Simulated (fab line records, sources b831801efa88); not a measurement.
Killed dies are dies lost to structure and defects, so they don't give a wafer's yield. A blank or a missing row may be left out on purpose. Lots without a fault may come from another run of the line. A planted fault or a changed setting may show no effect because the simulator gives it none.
fab line records | flow sky130
record lots=15 wafers=45 last_day=50
route steps=708 shown VIA3@587 PASSIVATION@692
lots that met no fault: from a run of the same line without faults
start_h: hours from the record's first day to the start of the lot's first wafer shown | wait_h: hours since the lot's step before | " the same as in the row above | L1.1+2: a row that stands for several wafers | - no value, or no start given | * or withheld: withheld | < > ~ a bound
route shown NAME@n: a module of which the file shows steps, and the number in the route of the first | usual: mean/standard deviation of fault-free wafers | same: alike in all rows | chamber/n: place in a boat | sites: the reading at each site | _std_site: their standard deviation | _edge_site: outer sites' mean less inner sites' | radius_mm: how far each site lies from the wafer's centre | mask NAME#n: copy n | behind: the tool/chamber that last shaped the wafer | hold: why the lot was held/for how many hours/how that ended | device: the transistor (n, p or np) that didn't switch | end of line: the same wafers' tests at the end of the route | a step without rows: its recipe alone | killed: dies lost to structure and defects at the first sort, not the wafer's yield | map: a wafer's dies, x killed, . not, _ none there
set.NAME: the setting as run; set.NAME@STEP: as run at that earlier step | model.NAME: the simulator's own value behind a step, which no gauge read
steps of the route over a sample of lots; a table a step, a row a wafer
services: from which hour (start_h, from the record's first day; less than 0 if before it) a tool's chamber was out of use, for how many hours, and why
## steps
# step SKY_VIA3_ETCH_14
# recipe chemistry=N2/H2 target=BARC ion_energy_ev=200 source_w=500 bias_w=100 pressure_mtorr=30 n2_flow_sccm=100 h2_flow_sccm=200 stop_on=SiO2 time_s=45.9 target_depth_a=600
# usual bias_w=100.00/0.28 chamber_pressure_mTorr=30.002/0.025 drypump_motor_current_A=5.7/0.55 oes_product_au=0.855/0.0046 throttle_valve_pct=13.225/0.0086
# columns lot.wafer tool chamber start_h wait_h bias_w chamber_pressure_mTorr drypump_motor_current_A oes_product_au rf_hours_counter_h throttle_valve_pct
L920.1 rie_diel-01 0 926.10 0.0 99.79 29.982 6.7 0.854 21 13.225
L920.4 " 1 " " 100.25 30.005 6.4 0.860 22 13.229
L920.6 " 0 " " 99.53 30.011 6.7 0.861 - 13.226
L921.3 rie_diel-03 2 930.66 0.0 99.73 30.016 4.8 0.855 18 13.219
L921.4 " 3 " " 100.34 30.005 5.2 0.853 17 13.239
L921.5 " 0 " " 100.23 30.012 6.1 0.852 - 13.228
L922.4 rie_diel-01 3 931.01 0.0 99.81 29.981 5.8 0.850 12 13.223
L922.5 " 3 " " 100.02 29.989 5.8 0.857 - 13.212
L922.6 " 0 " " 100.15 30.022 6.6 0.854 - 13.216
L925.2 rie_diel-03 2 960.85 0.0 99.96 29.980 4.8 0.859 19 13.216
L925.5 " 0 " " 99.89 29.955 6.1 0.863 - 13.217
L925.6 " 3 " " 100.76 29.990 5.3 0.853 - 13.228
L927.1 rie_diel-01 2 967.06 0.0 99.79 29.981 5.7 0.849 14 13.210
L927.2 " 1 " " 100.08 29.992 6.4 0.859 23 13.221
L927.6 " 1 " " 100.23 29.973 6.4 0.850 - 13.216
L926.1 rie_diel-01 0 971.07 0.0 99.91 29.981 6.6 0.848 23 13.230
L926.2 " 3 " " 100.20 29.972 5.8 0.849 13 13.224
L926.4 " 1 " " 99.69 29.993 6.4 0.849 24 13.227
L928.1 rie_diel-04 1 979.36 0.0 100.32 29.983 5.6 0.855 25 13.228
L928.4 " 0 " " 99.57 29.984 6.0 0.846 24 13.204
L928.6 " 3 " " 100.43 30.000 4.9 0.860 - 13.219
L932.1 rie_diel-03 2 1049.60 0.0 99.82 30.016 4.8 0.855 21 13.219
L932.2 " 3 " " 99.88 30.046 5.3 0.852 20 13.228
L932.5 " 2 " " 99.98 29.994 4.8 0.862 - 13.224
L933.1 rie_diel-04 2 1054.65 0.0 100.44 30.007 5.6 0.861 16 13.215
L933.2 " 1 " " 100.27 29.956 5.6 0.853 28 13.234
L933.3 " 0 " " 99.79 29.989 6.0 0.853 26 13.232
L934.1 rie_diel-01 1 1054.71 0.0 100.27 30.022 6.4 0.860 27 13.235
L934.3 " 0 " " 100.22 29.972 6.6 0.862 26 13.223
L934.6 " 0 " " 100.23 29.980 6.6 0.859 - 13.223
L937.1 rie_diel-04 2 1057.66 0.0 100.39 30.068 5.6 0.862 16 13.220
L937.3 " 3 " " 99.76 30.037 4.9 0.856 11 13.227
L937.5 " 0 " " 99.99 30.020 6.0 0.857 - 13.222
L939.1 rie_diel-03 3 1063.66 0.0 100.17 30.000 5.3 0.856 21 13.215
L939.3 " 1 " " 99.97 30.015 5.0 0.846 20 13.219
L939.6 " 2 " " 100.22 30.045 4.8 0.859 - 13.215
L941.1 rie_diel-04 0 1067.70 0.0 99.96 29.989 6.0 0.852 27 13.235
L941.2 " 1 " " 99.73 30.004 5.6 0.852 28 13.222
L941.5 " 3 " " 99.62 29.995 4.9 0.853 - 13.233
L940.2 rie_diel-01 1 1068.05 0.0 100.23 30.036 6.4 0.861 27 13.209
L940.4 " 2 " " 100.20 29.995 5.7 0.862 17 13.230
L940.6 " 0 " " 100.35 30.021 6.6 0.856 - 13.215
L943.4 rie_diel-04 3 1082.75 0.0 100.07 29.990 4.9 0.844 12 13.225
L943.5 " 3 " " 99.96 30.019 4.9 0.854 - 13.212
L943.6 " 2 " " 99.57 30.074 5.6 0.859 - 13.218
# step SKY_VIA3_ETCH_15
# recipe target=SiO2 chemistry=C4F8/O2/Ar target_depth_nm=507 stop_on=TiN mask_material=KrF-thick source_w=1500 bias_w=1200 pressure_mtorr=40 c4f8_flow_sccm=withheld O2_flow_sccm=6 Ar_flow_sccm=300 time_s=78
# usual bias_w=1200/3.7 chamber_pressure_mTorr=40.00/0.038 oes_product_au=0.946/0.0047
# columns lot.wafer tool chamber start_h wait_h bias_w chamber_pressure_mTorr oes_product_au rf_hours_counter_h
L920.1 rie_diel-01 0 926.14 0.0 1206 39.98 0.949 21
L920.4 " 1 " " 1199 40.07 0.947 22
L920.6 " 0 " " 1202 39.97 0.944 -
L921.3 rie_diel-03 2 930.70 0.0 1201 39.96 0.945 18
L921.4 " 3 " " 1202 39.99 0.951 17
L921.5 " 0 " " 1201 40.03 0.947 -
L922.4 rie_diel-01 3 931.05 0.0 1202 39.97 0.950 12
L922.5 " 3 " " 1201 39.95 0.949 -
L922.6 " 0 " " 1198 39.94 0.941 -
L925.2 rie_diel-03 2 960.89 0.0 1201 39.98 0.952 19
L925.5 " 0 " " 1207 40.01 0.944 -
L925.6 " 3 " " 1206 39.97 0.949 -
L927.1 rie_diel-01 2 967.10 0.0 1200 40.02 0.942 14
L927.2 " 1 " " 1198 40.04 0.945 23
L927.6 " 1 " " 1204 40.03 0.948 -
L926.1 rie_diel-01 0 971.11 0.0 1196 40.01 0.943 23
L926.2 " 3 " " 1197 40.11 0.945 13
L926.4 " 1 " " 1198 39.99 0.949 24
L928.1 rie_diel-04 1 979.40 0.0 1204 39.93 0.950 25
L928.4 " 0 " " 1202 39.95 0.940 24
L928.6 " 3 " " 1200 40.02 0.948 -
L932.1 rie_diel-03 2 1049.64 0.0 1194 39.96 0.954 21
L932.2 " 3 " " 1194 40.01 0.948 20
L932.5 " 2 " " 1196 40.06 0.935 -
L933.1 rie_diel-04 2 1054.69 0.0 1206 40.03 0.952 16
L933.2 " 1 " " 1195 39.97 0.951 28
L933.3 " 0 " " 1203 40.03 0.945 26
L934.1 rie_diel-01 1 1054.75 0.0 1202 40.02 0.939 27
L934.3 " 0 " " 1193 40.04 0.941 26
L934.6 " 0 " " 1198 39.95 0.952 -
L937.1 rie_diel-04 2 1057.71 0.0 1201 40.06 0.945 16
L937.3 " 3 " " 1199 40.04 0.934 11
L937.5 " 0 " " 1197 40.01 0.947 -
L939.1 rie_diel-03 3 1063.70 0.0 1203 40.00 0.953 21
L939.3 " 1 " " 1196 39.97 0.941 20
L939.6 " 2 " " 1196 40.01 0.940 -
L941.1 rie_diel-04 0 1067.74 0.0 1208 40.06 0.944 27
L941.2 " 1 " " 1205 39.92 0.949 28
L941.5 " 3 " " 1201 40.01 0.947 -
L940.2 rie_diel-01 1 1068.09 0.0 1201 40.09 0.945 27
L940.4 " 2 " " 1195 40.00 0.944 17
L940.6 " 0 " " 1199 40.06 0.955 -
L943.4 rie_diel-04 3 1082.79 0.0 1199 39.98 0.946 12
L943.5 " 3 " " 1199 39.98 0.949 -
L943.6 " 2 " " 1197 40.02 0.951 -
# step SKY_VIA3_RS_MEAS_22
# recipe thk_meas_gauge=four-point-probe reads=W_of_VIA3_CVD_21+TiN_of_VIA3_SPUTTER_20
# usual VIA3_W_RS=0.294/0.0035
# columns lot.wafer tool chamber start_h wait_h VIA3_W_RS[ohm/sq]
L920.1 film_metro-03 - 927.02 0.1 0.286
L920.4 " - " " 0.294
L920.6 " - " " 0.292
L921.3 film_metro-03 - 931.62 0.1 0.293
L921.4 " - " " 0.290
L921.5 " - " " 0.293
L922.4 film_metro-01 - 931.96 0.1 0.297
L922.5 " - " " 0.294
L922.6 " - " " 0.300
L925.2 film_metro-04 - 962.28 0.1 0.300
L925.5 " - " " 0.301
L925.6 " - " " 0.290
L927.1 film_metro-01 - 968.49 0.1 0.293
L927.2 " - " " 0.290
L927.6 " - " " 0.288
L926.1 film_metro-04 - 971.96 0.1 0.297
L926.2 " - " " 0.299
L926.4 " - " " 0.296
L928.1 film_metro-01 - 980.25 0.1 0.297
L928.4 " - " " 0.290
L928.6 " - " " 0.288
L932.1 film_metro-03 - 1050.51 0.1 0.294
L932.2 " - " " 0.292
L932.5 " - " " 0.293
L934.1 film_metro-04 - 1055.62 0.1 0.299
L934.3 " - " " 0.297
L934.6 " - " " 0.300
L933.1 film_metro-01 - 1055.65 0.2 0.289
L933.2 " - " " 0.294
L933.3 " - " " 0.291
L937.1 film_metro-01 - 1058.63 0.1 0.295
L937.3 " - " " 0.295
L937.5 " - " " 0.296
L939.1 film_metro-04 - 1064.89 0.1 0.294
L939.3 " - " " 0.297
L939.6 " - " " 0.289
L941.1 film_metro-01 - 1069.02 0.1 0.288
L941.2 " - " " 0.298
L941.5 " - " " 0.289
L940.2 film_metro-03 - 1069.06 0.1 0.294
L940.4 " - " " 0.294
L940.6 " - " " 0.296
L943.4 film_metro-03 - 1083.74 0.1 0.293
L943.5 " - " " 0.288
L943.6 " - " " 0.294
# step SKY_PASSIVATION_ETCH_11
# recipe chemistry=CF4/O2 target_depth_nm=725 stop_on=AlCu source_w=800 bias_w=150 pressure_mtorr=150 cf4_flow_sccm=80 O2_flow_sccm=10 time_s=161.1
# usual O2_flow_sccm=9.995/0.03 bias_w=150.0/0.45 chamber_pressure_mTorr=150.02/0.13 drypump_motor_current_A=5.7/0.58 oes_product_au=0.978/0.0071 throttle_valve_pct=5.963/0.0088
# columns lot.wafer tool chamber start_h wait_h O2_flow_sccm bias_w chamber_pressure_mTorr drypump_motor_current_A oes_product_au rf_hours_counter_h throttle_valve_pct
L920.1 rie_diel-01 0 1048.29 - 10.038 150.1 150.16 6.6 0.979 26 5.980
L920.4 " 2 " " 9.937 149.9 149.88 5.7 0.981 16 5.963
L920.6 " 3 " " 10.022 150.2 150.11 5.8 0.988 - 5.970
L922.4 rie_diel-01 2 1053.79 - 9.977 149.6 149.83 5.7 0.984 17 5.958
L922.5 " 1 " " 9.992 150.8 150.04 6.4 0.981 - 5.957
L922.6 " 0 " " 9.957 150.9 149.97 6.6 0.976 - 5.968
L921.3 rie_diel-03 0 1054.14 - 9.955 150.1 150.15 6.1 0.971 19 5.965
L921.4 " 2 " " 9.987 150.5 149.96 4.8 0.976 22 5.963
L921.5 " 1 " " 10.012 150.2 150.06 5.0 0.977 - 5.959
L925.2 rie_diel-02 0 1078.65 - - - - - - - -
L925.5 " 3 " " - - - - - - -
L925.6 " 2 " " - - - - - - -
L927.1 rie_diel-03 3 1084.84 - - - - - - - -
L927.2 " 1 " " - - - - - - -
L927.6 " 1 " " - - - - - - -
L926.1 rie_diel-03 0 1087.86 - - - - - - - -
L926.2 " 3 " " - - - - - - -
L926.4 " 1 " " - - - - - - -
L928.1 rie_diel-02 3 1146.56 - 9.940 149.6 149.89 6.1 0.972 23 5.971
L928.4 " 2 " " 10.003 149.5 150.04 5.7 0.980 10 5.965
L928.6 " 2 " " 10.014 149.4 149.76 5.7 0.972 - 5.967
L932.1 rie_diel-02 0 1155.00 - 9.989 150.4 150.02 4.8 0.979 19 5.973
L932.2 " 3 " " 10.014 149.5 149.93 6.1 0.980 23 5.965
L932.5 " 3 " " 10.014 149.6 149.77 6.1 0.992 - 5.976
L934.1 rie_diel-02 3 1158.60 - 9.938 149.7 149.91 6.1 0.983 23 5.955
L934.3 " 1 " " 9.974 149.9 150.08 6.3 0.975 16 5.962
L934.6 " 3 " " 9.942 149.9 149.91 6.1 0.983 - 5.963
L933.1 rie_diel-03 0 1158.95 - 9.960 150.4 150.29 6.1 0.989 23 5.968
L933.2 " 3 " " 9.988 149.3 149.83 5.3 0.973 24 5.974
L933.3 " 2 " " 10.022 150.1 149.97 4.8 0.985 25 5.959
L937.1 rie_diel-01 3 1162.44 - 10.018 150.7 149.97 5.8 0.977 21 5.944
L937.3 " 0 " " 10.045 149.7 150.03 6.5 0.982 30 5.965
L937.5 " 3 " " 10.019 150.9 149.94 5.8 0.979 - 5.954
L939.1 rie_diel-03 2 1166.61 - 10.040 150.0 150.13 4.8 0.968 25 5.950
L939.3 " 0 " " 10.031 149.5 150.30 6.1 0.976 23 5.968
L939.6 " 3 " " 10.009 149.5 150.00 5.2 0.993 - 5.971
L940.2 rie_diel-02 3 1170.64 - 10.018 150.3 149.99 6.1 0.978 24 5.943
L940.4 " 0 " " 9.991 150.8 149.92 4.8 0.980 19 5.953
L940.6 " 3 " " 9.978 150.0 150.05 6.1 0.991 - 5.963
L941.1 rie_diel-03 0 1170.99 - 10.028 149.8 150.11 6.1 0.970 24 5.957
L941.2 " 3 " " 10.019 150.3 150.17 5.2 0.970 24 5.956
L941.5 " 3 " " 10.024 151.0 149.86 5.2 0.976 - 5.971
L943.4 rie_diel-02 1 1185.11 - 9.991 150.6 150.06 6.3 0.990 17 5.984
L943.5 " 3 " " 10.013 150.0 149.91 6.1 0.990 - 5.982
L943.6 " 2 " " 9.996 150.0 149.99 5.7 0.995 - 5.968
# step SKY_PASSIVATION_STRIP_12
# recipe chemistry=O2/N2 power_w=1400 pressure_mtorr=1500 platen_temp_c=withheld overash_fraction=0.7 o2_flow_sccm=3000 n2_flow_sccm=300
# usual chamber_pressure_mTorr=1500.3/1.5 drypump_motor_current_A=6.11/0.24 oes_product_au=0.661/0.0046 strip_time_to_endpoint_s=31.52/0.13
# same overash_fraction=0.7
# columns lot.wafer tool chamber start_h wait_h chamber_pressure_mTorr drypump_motor_current_A oes_product_au rf_hours_counter_h strip_time_to_endpoint_s
L920.1 plasma_asher-02 0 1048.39 0.1 1500.5 5.83 0.665 119 31.55
L920.4 " 1 " " 1500.8 6.16 0.666 - 31.60
L920.6 " 1 " " 1501.7 6.15 0.662 - 31.62
L922.4 plasma_asher-01 0 1053.93 0.1 1501.0 6.31 0.660 - 31.56
L922.5 " 0 " " 1501.0 6.30 0.660 - 31.46
L922.6 " 1 " " 1499.3 6.42 0.662 - 31.41
L921.3 plasma_asher-02 0 1054.28 0.1 1499.6 5.85 0.663 - 31.54
L921.4 " 1 " " 1502.1 6.17 0.667 - 31.67
L921.5 " 0 " " 1499.4 5.84 0.661 - 31.54
L925.2 plasma_asher-02 1 1078.76 0.1 1501.2 6.18 0.657 1 36.97
L925.5 " 1 " " 1501.5 6.17 0.665 - 37.03
L925.6 " 0 " " 1497.7 5.79 0.673 - 37.01
L927.1 plasma_asher-03 0 1084.94 0.1 1500.3 5.63 0.649 68 36.94
L927.2 " 1 " " 1499.5 6.38 0.668 68 37.01
L927.6 " 0 " " 1498.8 5.62 0.665 - 36.87
L926.1 plasma_asher-02 1 1087.96 0.1 1501.2 6.18 0.671 3 36.71
L926.2 " 0 " " 1503.3 5.85 0.670 3 36.86
L926.4 " 1 " " 1499.1 6.18 0.660 - 36.90
L928.1 plasma_asher-02 1 1146.66 0.1 1500.4 6.14 0.664 8 31.43
L928.4 " 0 " " 1497.3 5.80 0.657 - 31.50
L928.6 " 1 " " 1500.9 6.17 0.657 - 31.60
L932.1 plasma_asher-02 1 1155.11 0.1 1499.8 6.16 0.667 9 31.58
L932.2 " 0 " " 1501.1 5.81 0.663 9 31.47
L932.5 " 0 " " 1500.1 5.81 0.666 - 31.36
L934.1 plasma_asher-01 0 1158.71 0.1 1501.5 6.30 0.660 101 31.34
L934.3 " 0 " " 1498.3 6.29 0.664 - 31.52
L934.6 " 1 " " 1500.5 6.42 0.665 - 31.26
L933.1 plasma_asher-02 0 1159.06 0.1 1499.3 5.80 0.658 10 31.34
L933.2 " 1 " " 1499.6 6.16 0.658 10 31.36
L933.3 " 0 " " 1500.7 5.83 0.662 - 31.42
L937.1 plasma_asher-01 1 1162.54 0.1 1499.5 6.38 0.659 102 31.57
L937.3 " 1 " " 1500.5 6.39 0.654 - 31.50
L937.5 " 1 " " 1498.7 6.36 0.652 - 31.62
L939.1 plasma_asher-02 0 1166.71 0.1 1497.6 5.85 0.661 10 31.41
L939.3 " 1 " " 1501.2 6.16 0.656 - 31.41
L939.6 " 0 " " 1501.4 5.82 0.666 - 31.37
L940.2 plasma_asher-03 1 1170.74 0.1 1500.6 6.32 0.658 77 31.31
L940.4 " 0 " " 1502.1 5.65 0.656 - 31.51
L940.6 " 0 " " 1499.6 5.65 0.666 - 31.32
L941.1 plasma_asher-02 0 1171.09 0.1 1498.8 5.84 0.661 11 31.41
L941.2 " 1 " " 1500.8 6.16 0.658 11 31.52
L941.5 " 1 " " 1500.4 6.15 0.667 - 31.43
L943.4 plasma_asher-02 0 1185.25 0.1 1499.0 5.84 0.655 - 31.21
L943.5 " 1 " " 1502.8 6.14 0.663 - 31.34
L943.6 " 0 " " 1501.5 5.81 0.660 - 31.39
## services
# columns tool chamber start_h hours kind
plasma_asher-01 - 902.30 0.4 repair
rie_diel-01 3 903.34 3.1 repair
plasma_asher-01 - 912.72 3.7 repair
rie_diel-04 3 927.39 5.5 repair
rie_diel-01 0 943.95 7.9 repair
rie_diel-03 3 946.18 9.8 repair
plasma_asher-02 - 964.76 2.7 repair
rie_diel-04 - 1007.82 2.8 pm
plasma_asher-02 - 1008.99 0.7 repair
rie_diel-02 2 1009.68 12.5 repair
plasma_asher-02 - 1017.11 1.1 repair
rie_diel-01 2 1024.71 7.2 repair
rie_diel-04 - 1028.51 0.6 repair
plasma_asher-02 - 1033.42 2.4 repair
rie_diel-02 2 1033.80 4.3 repair
plasma_asher-02 - 1034.49 0.6 repair
rie_diel-03 2 1055.07 6.5 repair
plasma_asher-02 - 1055.25 9.0 pm
plasma_asher-02 - 1057.98 2.5 repair
rie_diel-04 - 1063.35 0.6 repair
rie_diel-03 - 1112.92 1.1 repair
rie_diel-01 1 1160.49 9.6 repair
rie_diel-01 0 1184.44 4.2 repair
rie_diel-01 3 1184.65 2.0 repair
## key
first_sign step=SKY_PASSIVATION_ETCH_11 reading=tool_record direction=missing
effect step=SKY_PASSIVATION_STRIP_12 reading=strip_time_to_endpoint_s direction=up sigmas=40 usual=* struck=*
met_at SKY_PASSIVATION_ETCH_11
struck_lots L925,L926,L927
later_rows_left_out L925.2,L925.5,L925.6,L926.1,L926.2,L926.4,L927.1,L927.2,L927.6
sort_left_out L925.2,L925.5,L925.6,L926.1,L926.2,L926.4,L927.1,L927.2,L927.6
not_acting_at SKY_VIA3_ETCH_14,SKY_VIA3_ETCH_15,SKY_VIA3_RS_MEAS_22
onset_between 1054.14 1078.65
fault kind=skipped_step_whole tool=rie_diel-02,rie_diel-03 chamber=- onset_h=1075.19 steps=SKY_PASSIVATION_ETCH_11 scope=struck_lots_only
# sort_left_out: the simulated sort isn't trusted on such a fault, so these wafers' sort isn't shown, and their yield isn't known
# later_rows_left_out: the simulator's readings of these wafers behind a module that went badly wrong aren't trusted and aren't shown, but for the sort
